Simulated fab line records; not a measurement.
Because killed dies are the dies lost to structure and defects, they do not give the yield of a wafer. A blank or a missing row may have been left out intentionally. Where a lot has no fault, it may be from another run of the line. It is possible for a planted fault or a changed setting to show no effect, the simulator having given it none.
A lot that was struck, set against a sound lot :: flow sky130 :: 29 steps out of a route of 708
Sound: the wafers L970.2, L970.4, L970.5. Struck: wafers L976.4, L976.5 (left out: L976.3, a lot-mate that was not struck); the cause follows at the end.
Per side, at each step with rows, come the tool, then ch with its chambers, and then its first start. Under that, the readings that differ: sound wafers :: struck wafers :: difference of the means :: sigmas: that difference in standard deviations of wafers without a fault.
alike: words and numbers the same on both sides, and readings whose means are apart by under 2 such deviations; not compared: readings that were withheld, readings missing a value for some wafer, numbers with overlapping values and no deviation given by the record, and bounds like >300 which may hide the same value.
A row with sigmas, a row that says differs or no value, or rows on one side alone: a step with any of these is where the two part. Non-overlapping numbers with no deviation appear without sigmas and do not part them. A reading that every wafer of one side lacks parts them only if that side has two wafers or more.

SKY_LI_CONTACT_OVL_MEAS_13:
  sound: overlay-01 at day 32 03:53; struck: overlay-01 at day 33 21:11
  alike: LI_CONTACT_OVL
SKY_LI_CONTACT_ETCH_14: etches BARC in N2/H2, stops on SiO2, time 45.9 s, target depth 60 nm.
  sound on rie diel-01 ch 0,2,3, day 32 03:55; struck on rie diel-02 ch 1, day 33 21:13
  alike: drypump motor current A, oes product au, rf fwd power W, throttle valve pct
  not compared: rf hours counter h
SKY_LI_CONTACT_ETCH_15: etches PSG in C4F8/O2/Ar, stops on Si, target depth 600 nm.
  sound on rie diel-01 ch 0,2,3, day 32 03:57; struck on rie diel-02 ch 1, day 33 21:15
  alike: oes product au, rf fwd power W
then, 4 steps without rows for these wafers: SKY_LI_CONTACT_STRIP_16 (strips in O2/N2); SKY_LI_CONTACT_CLEAN_17 (cleans in NMP, time 600 s); SKY_LI_CONTACT_PRE_CLEAN_18 (time 5.6 s); SKY_LI_CONTACT_SPUTTER_19 (material Ti, target thk 20 nm, time 106.37 s).
SKY_LI_CONTACT_SPUTTER_20: material TiN, target thk 20 nm, time 80 s.
  sound: pvd sputter-01 at day 32 04:25; struck: pvd sputter-01 at day 33 21:43
  alike: cathode dc power W, throttle valve pct
then, 1 step without rows for these wafers: SKY_LI_CONTACT_CVD_21 (deposits W, target thk 400 nm, time 120.56 s).
SKY_LI_CONTACT_RS_MEAS_22: the measuring method here is four-point-probe.
  sound: film metro-04 at day 32 04:37; struck: film metro-01 at day 33 21:57
  alike: LI_CONTACT_W_RS
SKY_LI_CONTACT_THK_MEAS_23: measures by xrf.
  sound: film metro-04 at day 32 04:43; struck: film metro-01 at day 33 22:03
  alike: LI_CONTACT_W_THK
SKY_LI_CONTACT_CMP_24: polishes, stops on PSG, t overpolish 20 s, target thk 0 nm.
  sound on cmp-02 ch 1,2, day 32 04:46; struck on cmp-02 ch 2, day 33 22:05
reading: edge zone pressure frac
sound: 0.995 0.993 0.996
struck: 1.005 1.002
difference: +0.009
sigmas: +2
  alike: motor current A, overpolish run s, time to endpoint s
SKY_LOCAL_INTERCONNECT_SPUTTER_00: material TiN, target thk 100 nm, time 83.3 s.
  sound: pvd sputter-02 at day 32 05:04; struck: pvd sputter-02 at day 33 22:23
reading: cathode dc power W (W)
sound: 6499.2 6500.0 6499.1
struck: 7596.8 7599.0
difference: +1098.5
sigmas: +99 or more

reading: model.TiN_of_LOCAL_INTERCONNECT_SPUTTER_00.thk nm (nm)
sound: 99.3 100.6 100.1
struck: 118 117.4
difference: +18
sigmas: 
  alike: throttle valve pct
SKY_LOCAL_INTERCONNECT_RS_MEAS_01: the measuring method here is four-point-probe.
  sound: film metro-01 at day 32 05:10; struck: film metro-02 at day 33 22:50
reading: LOCAL_INTERCONNECT_TIN_RS (ohm/sq)
sound: 14.23 14.02 14.13
struck: 11.87 11.95
difference: -2.22
sigmas: -17
  not compared: hold
SKY_LOCAL_INTERCONNECT_THK_MEAS_02: measures by xrf.
  sound: film metro-01 at day 32 05:16; struck: film metro-02 at day 34 00:25
reading: LOCAL_INTERCONNECT_TIN_THK (nm)
sound: 97.0 98.1 98.0
struck: 115.5 115.3
difference: +17.7
sigmas: +20
  not compared: hold
then, 7 steps without rows for these wafers: SKY_LOCAL_INTERCONNECT_HMDS_04 (prime time 60 s); SKY_LOCAL_INTERCONNECT_COAT_05 (resist thk 60 nm); SKY_LOCAL_INTERCONNECT_COAT_06 (resist thk 450 nm); SKY_LOCAL_INTERCONNECT_SOFTBAKE_07 (time 90 s); SKY_LOCAL_INTERCONNECT_EXPOSE_08 (exposes mask LI1M, target cd 170 nm); SKY_LOCAL_INTERCONNECT_PEB_09; SKY_LOCAL_INTERCONNECT_DEVELOP_10 (develop time 60 s).
SKY_LOCAL_INTERCONNECT_CD_MEAS_11: target cd 170 nm.
  sound: cd sem-01 at day 33 07:27; struck: cd sem-02 at day 34 23:29
  alike: cd nm
SKY_LOCAL_INTERCONNECT_OVL_MEAS_12:
  sound: overlay-01 at day 33 07:34; struck: overlay-02 at day 34 23:34
  alike: LOCAL_INTERCONNECT_OVL
SKY_LOCAL_INTERCONNECT_ETCH_13: etches BARC in N2/H2, stops on SiO2, time 45.9 s, target depth 60 nm.
  sound on rie metal-04 ch 0,1, day 33 07:35; struck on rie metal-03 ch 0, day 34 23:37
  alike: drypump motor current A, oes product au, rf fwd power W, throttle valve pct
  not compared: rf hours counter h
SKY_LOCAL_INTERCONNECT_METAL_ETCH_14: etches TiN in Cl2/BCl3, stops on PSG, target depth 110 nm, time 31.4 s.
  sound on rie metal-04 ch 0,1, day 33 07:39; struck on rie metal-03 ch 0, day 34 23:40
reading: oes product au (a.u.)
sound: 0.937 0.943 0.941
struck: 0.997 0.998
difference: +0.057
sigmas: +9

reading: throttle valve pct (%)
sound: 21.912 21.913 21.900
struck: 21.882 21.858
difference: -0.038
sigmas: -4
  alike: drypump motor current A, rf fwd power W
  not compared: rf hours counter h
then, 1 step without rows for these wafers: SKY_LOCAL_INTERCONNECT_STRIP_15 (strips in O2/N2).
SKY_LOCAL_INTERCONNECT_STRIP_16: strips in post etch residue remover, time 1200 s.
  sound on wet bench-03 ch 3, day 33 07:49; struck on wet bench-01 ch 1, day 34 23:49
reading: model.TiN_of_LOCAL_INTERCONNECT_SPUTTER_00.thk nm (nm)
sound: 98.89 100.2 99.73
struck: 117.5 117
difference: +17.6
sigmas: 
  alike: bath heat duty pct
then, 1 step without rows for these wafers: SKY_LOCAL_INTERCONNECT_CLEAN_17 (cleans in IPA, time 180 s).

== WHERE THEY PART ==
Last at SKY_LOCAL_INTERCONNECT_METAL_ETCH_14 as far as this record goes, first at SKY_LI_CONTACT_CMP_24. Later steps at which nothing parts them and some readings are alike: SKY_LOCAL_INTERCONNECT_STRIP_16.

WHY: whatever the simulator had introduced
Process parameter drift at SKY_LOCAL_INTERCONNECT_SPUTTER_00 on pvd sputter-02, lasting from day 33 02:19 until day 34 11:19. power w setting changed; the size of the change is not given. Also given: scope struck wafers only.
